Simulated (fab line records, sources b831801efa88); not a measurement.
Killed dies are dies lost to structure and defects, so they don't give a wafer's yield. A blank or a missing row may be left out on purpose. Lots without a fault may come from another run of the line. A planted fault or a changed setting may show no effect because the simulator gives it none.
A struck lot beside a sound one | flow sfq_line | 42 steps out of a route of 325
Sound: wafers L908.2, L908.4, L908.6. Struck: wafers L923.3, L923.6. The cause comes at the end.
At each step with rows: each side's tool, then ch and its chambers, then its first start. Under that, the readings that differ: sound wafers | struck wafers | difference of the means | sigmas: that difference in standard deviations of wafers without a fault.
alike: readings whose means differ by less than 2 such deviations, and words and numbers that are the same on both sides. not compared: withheld readings, readings that some wafer has no value for, bounds like >300 that may hide the same value, and numbers for which the record gives no deviation and whose values overlap.
The two part at a step that has a row with sigmas, a row that says differs or no value, or rows on one side only. Numbers that don't overlap but have no deviation are shown without sigmas and don't part them. A reading that every wafer of one side lacks parts them only if that side has two wafers or more.

first, 6 steps without rows for these wafers: SFQ_TRILAYER_L0_VIA_LITHO_COAT_018 (resist thk 62 nm); SFQ_TRILAYER_L0_VIA_LITHO_COAT_013 (resist thk 650 nm); SFQ_TRILAYER_L0_VIA_LITHO_SOFTBAKE_017; SFQ_TRILAYER_L0_VIA_LITHO_EXPOSE_014 (exposes mask L0V, target cd 700 nm); SFQ_TRILAYER_L0_VIA_LITHO_PEB_016 (peb time 60 s); SFQ_TRILAYER_L0_VIA_LITHO_DEVELOP_015 (time 60 s).
SFQ_L0V_OVL_MEAS_903:
  sound on overlay-02, day 8 16:20; struck on overlay-02, day 12 23:06
  alike: L0V_OVL
then, 2 steps without rows for these wafers: SFQ_TRILAYER_L0_VIA_BARC_OPEN_VIA_ETCH_021 (etches BARC in O2, target depth 125 nm, time 41.7 s); SFQ_TRILAYER_L0_VIA_ETCH_VIA_ETCH_016 (etches SiO2 in CHF3, stops on MoNx KI, target depth 80 nm).
SFQ_TRILAYER_L0_VIA_STRIP_STRIP_017: strips in O2.
  sound on rie_metal-04 ch 0,1, day 8 16:28; struck on rie_metal-01 ch 0, day 12 23:25
  alike: chamber_pressure_mTorr, drypump_motor_current_A, oes_product_au, platen_temp_c
  not compared: rf_hours_counter_h
then, 2 steps without rows for these wafers: SFQ_TRILAYER_L0_VIA_STRIP_SOLV_CLEAN_018 (cleans in NMP, time 600 s); SFQ_TRILAYER_M0_DEP_PRE_CLEAN_020 (time 15 s).
SFQ_TRILAYER_M0_DEP_SPUTTER_019: material Nb, target thk 200 nm, time 133.3 s.
  sound on pvd_sputter-03, day 8 17:16; struck on pvd_sputter-06, day 13 00:02
  reading                                             | sound           | struck      | difference | sigmas
  model.Nb_of_TRILAYER_M0_DEP_SPUTTER_019.thk_nm (nm) | 198.3 198 197.6 | 75.86 78.84 | -120.62    |
  alike: throttle_valve_pct
SFQ_M0_RS_MEAS_904: measures by four-point-probe.
  sound on film_metro-01, day 8 17:23; struck on film_metro-03, day 13 00:10
  reading           | sound             | struck      | difference | sigmas
  M0_NB_RS (ohm/sq) | 0.897 0.898 0.902 | 2.394 2.300 | +1.448     | +99 or more
then, 6 steps without rows for these wafers: SFQ_TRILAYER_M0_LITHO_COAT_026 (resist thk 62 nm); SFQ_TRILAYER_M0_LITHO_COAT_021 (resist thk 600 nm); SFQ_TRILAYER_M0_LITHO_SOFTBAKE_025; SFQ_TRILAYER_M0_LITHO_EXPOSE_022 (exposes mask M0, target cd 500 nm); SFQ_TRILAYER_M0_LITHO_PEB_024 (peb time 60 s); SFQ_TRILAYER_M0_LITHO_DEVELOP_023 (time 60 s).
-- the record jumps here: 4 days lie between the struck wafers' starts before and after --
SFQ_M0_OVL_MEAS_906:
  sound on overlay-02, day 9 04:28; struck on overlay-02, day 17 06:59
  alike: M0_OVL
then, 1 step without rows for these wafers: SFQ_TRILAYER_M0_BARC_OPEN_METAL_ETCH_031 (etches BARC in O2, target depth 125 nm, time 41.7 s).
SFQ_TRILAYER_M0_ETCH_METAL_ETCH_024: etches Nb in Cl2/Ar, stops on SiO2, target depth 240 nm, time 120 s.
  sound on rie_metal-04 ch 0,1, day 9 04:33; struck on rie_metal-01 ch 0,1, day 17 07:06
  reading               | sound             | struck      | difference | sigmas
  oes_product_au (a.u.) | 0.879 0.890 0.889 | 0.570 0.577 | -0.313     | -45
  alike: chamber_pressure_mTorr, drypump_motor_current_A
  not compared: rf_hours_counter_h
then, 2 steps without rows for these wafers: SFQ_TRILAYER_M0_STRIP_STRIP_025 (strips in O2); SFQ_TRILAYER_M0_STRIP_SOLV_CLEAN_026 (cleans in NMP, time 600 s).
SFQ_TRILAYER_I0_DEP_PECVD_027: deposits SiO2 from SiH4/N2O, time 111.11 s, target thk 500 nm.
  sound on pecvd-03 ch 0,2, day 9 05:28; struck on pecvd-04 ch 0,1, day 17 07:58
  alike: heater_power_w, throttle_valve_pct
SFQ_TRILAYER_I0_CMP_CMP_028: polishes SiO2.
  sound on cmp-01 ch 0,1,3, day 9 14:27; struck on cmp-01 ch 0,1, day 17 08:02
  alike: motor_current_A, platen_rpm, time_to_endpoint_s
SFQ_I0_BOW_MEAS_907:
  sound on film_metro-04, day 9 16:58; struck on film_metro-03, day 17 11:05
  alike: I0_BOW
then, 7 steps without rows for these wafers: SFQ_TRILAYER_I0_METRO_MEASURE_029; SFQ_TRILAYER_I0_VIA_LITHO_COAT_036 (resist thk 62 nm); SFQ_TRILAYER_I0_VIA_LITHO_COAT_031 (resist thk 650 nm); SFQ_TRILAYER_I0_VIA_LITHO_SOFTBAKE_035; SFQ_TRILAYER_I0_VIA_LITHO_EXPOSE_032 (exposes mask I0, target cd 500 nm); SFQ_TRILAYER_I0_VIA_LITHO_PEB_034 (peb time 60 s); SFQ_TRILAYER_I0_VIA_LITHO_DEVELOP_033 (time 60 s).
SFQ_I0_OVL_MEAS_908:
  sound on overlay-01, day 13 17:20; struck on overlay-02, day 17 15:35
  reading     | sound       | struck | difference | sigmas
  I0_OVL (nm) | -12 -19 -14 | 2 0    | +16        | +3
then, 1 step without rows for these wafers: SFQ_TRILAYER_I0_VIA_BARC_OPEN_VIA_ETCH_046 (etches BARC in O2, target depth 125 nm, time 41.7 s).
SFQ_TRILAYER_I0_VIA_ETCH_VIA_ETCH_034: etches SiO2 in CHF3, stops on Nb, target depth 260 nm.
  sound on rie_diel-02 ch 0,2, day 13 17:25; struck on rie_diel-03 ch 2,3, day 17 15:38
  alike: chamber_pressure_mTorr, drypump_motor_current_A, oes_product_au
SFQ_TRILAYER_I0_VIA_STRIP_STRIP_035: strips in O2.
  sound on rie_metal-03 ch 0, day 13 17:31; struck on rie_metal-04 ch 0,1, day 17 15:57
  alike: chamber_pressure_mTorr, drypump_motor_current_A, oes_product_au, platen_temp_c
  not compared: rf_hours_counter_h
then, 2 steps without rows for these wafers: SFQ_TRILAYER_I0_VIA_STRIP_SOLV_CLEAN_036 (cleans in NMP, time 600 s); SFQ_TRILAYER_M1_DEP_PRE_CLEAN_038 (time 22.5 s).
-- the record jumps here: 66 days lie between the struck wafers' starts before and after --
SFQ_M8_BOW_MEAS_951:
  sound on film_metro-04, day 72 11:53; struck on film_metro-01, day 83 08:04
  reading                  | sound               | struck      | difference | sigmas
  model.etest.m0.ohm_um    | 1.806 1.805 1.812   | 4.68 4.524  | +2.79      |
  model.etest.l0v.link_ohm | 44.61 44.36 44.43   | 46.56 46.27 | +1.95      |
  model.etest.i0.link_ohm  | 1.98 1.983 1.995    | 3.431 3.342 | +1.400     |
  model.etest.m0.ohm_sq    | 0.8977 0.899 0.9009 | 2.347 2.258 | +1.403     |
  alike: M8_BOW

WHERE THEY PART
First at SFQ_M0_RS_MEAS_904; last, within this record, at SFQ_I0_OVL_MEAS_908. Later steps at which nothing parts them and some readings are alike: SFQ_TRILAYER_I0_VIA_ETCH_VIA_ETCH_034, SFQ_TRILAYER_I0_VIA_STRIP_STRIP_035, SFQ_M8_BOW_MEAS_951.

WHY: what the simulator had put in
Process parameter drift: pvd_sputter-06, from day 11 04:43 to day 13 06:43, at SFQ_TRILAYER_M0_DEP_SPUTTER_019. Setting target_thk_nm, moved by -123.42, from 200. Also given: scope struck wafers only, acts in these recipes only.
